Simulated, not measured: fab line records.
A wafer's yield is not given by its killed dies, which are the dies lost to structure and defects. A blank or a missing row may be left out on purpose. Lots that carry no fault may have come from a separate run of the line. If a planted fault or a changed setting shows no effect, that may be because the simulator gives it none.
Chamber matching || flow sky130 || SKY_FIELD_ISO_CMP_27 on cmp-01: 4 sister chambers
The step polishes, stops on Si3N4, t overpolish 16 s, target thk 457.8 nm. 14 wafers are shown with their chamber, then 7 later ones without.

WAFERS, EACH WITH ITS CHAMBER
{"wafer": "L270.3", "chamber": 3, "timeToEndpointS (s)": 105, "motorCurrentA (A)": 10.8, "overpolishRunS (s)": 15.995}
{"wafer": "L270.4", "chamber": 1, "timeToEndpointS (s)": 111, "motorCurrentA (A)": 11.3, "overpolishRunS (s)": 16.004}
{"wafer": "L270.5", "chamber": 0, "timeToEndpointS (s)": 108, "motorCurrentA (A)": 11.0, "overpolishRunS (s)": 15.999}
{"wafer": "L275.1", "chamber": 0, "timeToEndpointS (s)": 115, "motorCurrentA (A)": 11.0, "overpolishRunS (s)": 16.007}
{"wafer": "L275.2", "chamber": 1, "timeToEndpointS (s)": 117, "motorCurrentA (A)": 10.7, "overpolishRunS (s)": 15.989}
{"wafer": "L275.5", "chamber": 0, "timeToEndpointS (s)": 118, "motorCurrentA (A)": 11.3, "overpolishRunS (s)": 16.016}
{"wafer": "L276.1", "chamber": 1, "timeToEndpointS (s)": 115, "motorCurrentA (A)": 11.2, "overpolishRunS (s)": 16.003}
{"wafer": "L276.3", "chamber": 0, "timeToEndpointS (s)": 114, "motorCurrentA (A)": 11.1, "overpolishRunS (s)": 15.996}
{"wafer": "L276.5", "chamber": 2, "timeToEndpointS (s)": 123, "motorCurrentA (A)": 10.7, "overpolishRunS (s)": 16.009}
{"wafer": "L277.4", "chamber": 2, "timeToEndpointS (s)": 119, "motorCurrentA (A)": 11.1, "overpolishRunS (s)": 16.017}
{"wafer": "L277.5", "chamber": 0, "timeToEndpointS (s)": 115, "motorCurrentA (A)": 11.6, "overpolishRunS (s)": 15.999}
{"wafer": "L277.6", "chamber": 1, "timeToEndpointS (s)": 114, "motorCurrentA (A)": 11.2, "overpolishRunS (s)": 16.014}
{"wafer": "L281.1", "chamber": 2, "timeToEndpointS (s)": 115, "motorCurrentA (A)": 10.8, "overpolishRunS (s)": 15.995}
{"wafer": "L281.2", "chamber": 0, "timeToEndpointS (s)": 116, "motorCurrentA (A)": 11.1, "overpolishRunS (s)": 15.994}

SIGNATURES (means of the wafers above)
{"reading": "timeToEndpointS", "chamber 0": 114.33, "chamber 1": 114.25, "chamber 2": 119.00, "chamber 3": 105.00, "scatter within a chamber": 3.29}
{"reading": "motorCurrentA", "chamber 0": 11.183, "chamber 1": 11.100, "chamber 2": 10.867, "chamber 3": 10.800, "scatter within a chamber": 0.24}
{"reading": "overpolishRunS", "chamber 0": 16.00183, "chamber 1": 16.00250, "chamber 2": 16.00700, "chamber 3": 15.99500, "scatter within a chamber": 0.00951}
Rule: a wafer lies at a distance from a chamber equal to the root of the sum of squares, over the readings, of (its reading less the chamber's mean, divided by the reading's scatter). The wafer belongs to the nearest chamber; if the next one is less than 2 further off, it can't be placed. The scatter is the square root of a quotient: the sum, over the shown wafers, of each reading's squared deviation from its chamber's mean, divided by wafers minus chambers.

WAFERS WITH NO CHAMBER GIVEN
{"wafer": "L281.4", "timeToEndpointS (s)": 111, "motorCurrentA (A)": 10.9, "overpolishRunS (s)": 15.997}
{"wafer": "L283.3", "timeToEndpointS (s)": 120, "motorCurrentA (A)": 11.0, "overpolishRunS (s)": 15.989}
{"wafer": "L283.5", "timeToEndpointS (s)": 112, "motorCurrentA (A)": 10.9, "overpolishRunS (s)": 16.008}
{"wafer": "L283.6", "timeToEndpointS (s)": 113, "motorCurrentA (A)": 10.6, "overpolishRunS (s)": 15.997}
{"wafer": "L284.1", "timeToEndpointS (s)": 120, "motorCurrentA (A)": 10.3, "overpolishRunS (s)": 15.995}
{"wafer": "L284.4", "timeToEndpointS (s)": 115, "motorCurrentA (A)": 11.7, "overpolishRunS (s)": 15.991}
{"wafer": "L284.5", "timeToEndpointS (s)": 116, "motorCurrentA (A)": 10.8, "overpolishRunS (s)": 15.991}

WHICH CHAMBER EACH WENT THROUGH
{"wafer": "L281.4", "from the rows above": "can't be placed: 1 or 0 or 3 or 2", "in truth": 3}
{"wafer": "L283.3", "from the rows above": "can't be placed: 2 or 1 or 0", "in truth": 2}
{"wafer": "L283.5", "from the rows above": "can't be placed: 1 or 0 or 2 or 3", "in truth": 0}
{"wafer": "L283.6", "from the rows above": "can't be placed: 1 or 2 or 0 or 3", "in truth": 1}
{"wafer": "L284.1", "from the rows above": "can't be placed: 2 or 1 or 0", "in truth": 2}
{"wafer": "L284.4", "from the rows above": "can't be placed: 0 or 1 or 2", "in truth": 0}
{"wafer": "L284.5", "from the rows above": "can't be placed: 1 or 2 or 0 or 3", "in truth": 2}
Correctly placed: 0 of 7. Cannot be placed on the basis of these rows: 7; the candidates contain the true chamber in 7. Placed wrongly: 0.
